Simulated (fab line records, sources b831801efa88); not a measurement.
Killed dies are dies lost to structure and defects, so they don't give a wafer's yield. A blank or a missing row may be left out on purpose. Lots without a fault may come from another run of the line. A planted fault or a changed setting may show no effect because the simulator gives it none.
Which tool did it? | flow gf180mcu | 24 lots, 72 wafers sampled, at 4 steps of a route of 602

WHAT THE GAUGES READ, wafer by wafer
GF_V3_THK_MEAS_03.
lot  | measured     | on            | V3_CVD_02_THK (nm)
L074 | day 22 02:01 | film_metro-01 | 850 856 855
L075 | day 22 02:31 | film_metro-04 | 843 841 859
L076 | day 22 07:33 | film_metro-03 | 853 853 858
L077 | day 22 14:25 | film_metro-04 | 852 839 847
L078 | day 22 19:33 | film_metro-03 | 831 855 850
L079 | day 23 17:38 | film_metro-03 | 840 862 865
L080 | day 24 04:25 | film_metro-04 | 847 852 869
L081 | day 24 04:37 | film_metro-04 | 845 835 849
L082 | day 24 06:52 | film_metro-04 | 833 840 835
L083 | day 24 18:40 | film_metro-04 | 851 863 853
L084 | day 25 12:29 | film_metro-03 | 826 843 848
L085 | day 25 18:24 | film_metro-01 | 835 849 849
L086 | day 25 21:36 | film_metro-03 | 838 847 845
L087 | day 26 02:38 | film_metro-03 | 842 828 853
L088 | day 26 07:28 | film_metro-04 | 833 859 856
L090 | day 27 06:20 | film_metro-03 | 835 849 849
L089 | day 27 07:27 | film_metro-03 | 850 862 867
L091 | day 27 16:19 | film_metro-03 | 848 850 847
L092 | day 27 18:56 | film_metro-01 | 842 851 849
L093 | day 28 00:17 | film_metro-01 | 845 856 854
L094 | day 28 08:18 | film_metro-04 | 848 838 859
L095 | day 28 13:09 | film_metro-01 | 844 836 863
L096 | day 28 16:22 | film_metro-01 | 846 838 861
L097 | day 28 22:55 | film_metro-04 | 847 836 851

GF_V4_THK_MEAS_01.
lot  | measured     | on            | V4_CVD_00_THK (nm)
L074 | day 24 02:20 | film_metro-01 | 570 561 575
L075 | day 24 02:59 | film_metro-04 | 580 578 581
L076 | day 24 08:30 | film_metro-01 | 572 569 583
L077 | day 24 14:24 | film_metro-04 | 577 570 578
L078 | day 24 19:54 | film_metro-01 | 586 582 593
L079 | day 25 15:50 | film_metro-02 | 578 584 574
L080 | day 26 02:07 | film_metro-02 | 597 592 578
L081 | day 26 02:25 | film_metro-02 | 583 581 577
L082 | day 26 05:02 | film_metro-01 | 592 586 591
L083 | day 26 16:17 | film_metro-02 | 584 583 584
L084 | day 27 08:47 | film_metro-04 | 601 588 607
L085 | day 27 14:54 | film_metro-02 | 590 584 590
L086 | day 27 17:24 | film_metro-01 | 589 582 590
L087 | day 27 22:47 | film_metro-02 | 595 580 589
L088 | day 28 02:44 | film_metro-01 | 586 586 582
L090 | day 29 00:20 | film_metro-04 | 593 579 589
L089 | day 29 01:16 | film_metro-02 | 580 592 594
L091 | day 29 10:11 | film_metro-01 | 571 590 575
L092 | day 29 12:47 | film_metro-04 | 584 582 579
L093 | day 29 18:42 | film_metro-04 | 584 583 582
L094 | day 30 01:03 | film_metro-04 | 597 594 595
L095 | day 30 04:50 | film_metro-04 | 597 582 590
L096 | day 30 09:10 | film_metro-04 | 594 575 593
L097 | day 30 15:07 | film_metro-01 | 567 587 574

GF_V4_THK_MEAS_03.
lot  | measured     | on            | V4_CVD_02_THK (nm)
L074 | day 24 02:28 | film_metro-02 | 849 838 850
L075 | day 24 03:07 | film_metro-01 | 837 837 843
L076 | day 24 08:38 | film_metro-02 | 824 835 832
L077 | day 24 14:32 | film_metro-02 | 842 845 851
L078 | day 24 20:01 | film_metro-01 | 843 856 857
L079 | day 25 15:58 | film_metro-04 | 843 860 855
L080 | day 26 02:15 | film_metro-01 | 822 838 838
L081 | day 26 02:33 | film_metro-04 | 833 828 843
L082 | day 26 05:10 | film_metro-01 | 834 863 842
L083 | day 26 16:25 | film_metro-01 | 833 860 846
L084 | day 27 08:55 | film_metro-01 | 830 853 860
L085 | day 27 15:02 | film_metro-02 | 848 847 852
L086 | day 27 17:31 | film_metro-02 | 847 865 862
L087 | day 27 22:55 | film_metro-01 | 855 844 863
L088 | day 28 02:52 | film_metro-02 | 849 863 857
L090 | day 29 00:28 | film_metro-04 | 846 838 871
L089 | day 29 01:24 | film_metro-01 | 834 846 872
L091 | day 29 10:19 | film_metro-04 | 869 878 860
L092 | day 29 12:55 | film_metro-02 | 854 866 860
L093 | day 29 18:50 | film_metro-02 | 850 863 848
L094 | day 30 01:11 | film_metro-02 | 835 830 852
L095 | day 30 04:58 | film_metro-01 | 851 855 866
L096 | day 30 09:18 | film_metro-01 | 842 821 832
L097 | day 30 15:15 | film_metro-01 | 839 855 868

GF_V4_THK_MEAS_25: measures by xrf.
lot  | measured     | on            | V4_W_THK (nm)
L074 | day 25 02:08 | film_metro-01 | 357 357 354
L075 | day 25 02:53 | film_metro-01 | 346 351 344
L076 | day 25 08:15 | film_metro-01 | 358 354 357
L077 | day 25 13:38 | film_metro-01 | 352 349 351
L078 | day 25 19:02 | film_metro-01 | 349 352 350
L079 | day 26 14:30 | film_metro-02 | 355 359 356
L080 | day 27 00:35 | film_metro-04 | 356 360 355
L081 | day 27 01:08 | film_metro-02 | 366 363 365
L082 | day 27 03:23 | film_metro-02 | 360 364 356
L083 | day 27 14:39 | film_metro-04 | 353 348 350
L084 | day 28 06:41 | film_metro-01 | 347 345 344
L085 | day 28 11:56 | film_metro-01 | 345 349 343
L086 | day 28 15:17 | film_metro-01 | 347 346 350
L087 | day 28 19:40 | film_metro-04 | 347 350 350
L088 | day 28 23:38 | film_metro-02 | 354 356 353
L090 | day 29 21:50 | film_metro-02 | 349 356 359
L089 | day 29 22:58 | film_metro-02 | 352 356 360
L091 | day 30 07:05 | film_metro-02 | 356 362 356
L092 | day 30 09:07 | film_metro-01 | 346 351 352
L093 | day 30 14:15 | film_metro-02 | 357 358 356
L094 | day 30 21:25 | film_metro-01 | 341 346 351
L095 | day 31 00:11 | film_metro-02 | 354 358 355
L096 | day 31 05:28 | film_metro-02 | 358 360 359
L097 | day 31 10:53 | film_metro-01 | 349 352 349

WHICH TOOL RAN EACH LOT (tool, then ch and the chambers of the sampled wafers, then the start)
The record holds no process step before these readings.

WHAT THE TOOLS THEMSELVES READ (means of the sampled wafers that have a number; where no wafer has one, the mark that the record gives instead)
The record holds no such reading with a usual standard deviation.

THE ANSWER, worked out from the rows above alone
Rule: what is usual is taken from the lots themselves. Put in order of their means at a reading, lots are off if they are a third of the lots or fewer, leave a main group of 4 or more, and stand apart from it by a gap of 3 or more times the standard deviation of the main group's means; of several such gaps the widest counts. A main group whose means are all the same, to the digits that the tables above print for the reading, isn't used. A lot without any number at a reading at which 4 lots or more have one is off too. The other lots that the step has rows for count as sound. The gauges are gone through in route order, then the tools' own readings, and for those a lot's mean is taken as printed above. The first step at which some lot is off is used, and at that step the reading that is off furthest; a lot without a number counts as furthest.
No lot is off at any reading shown: from this, nothing can be told.

WHAT THE SIMULATOR HAD PUT IN
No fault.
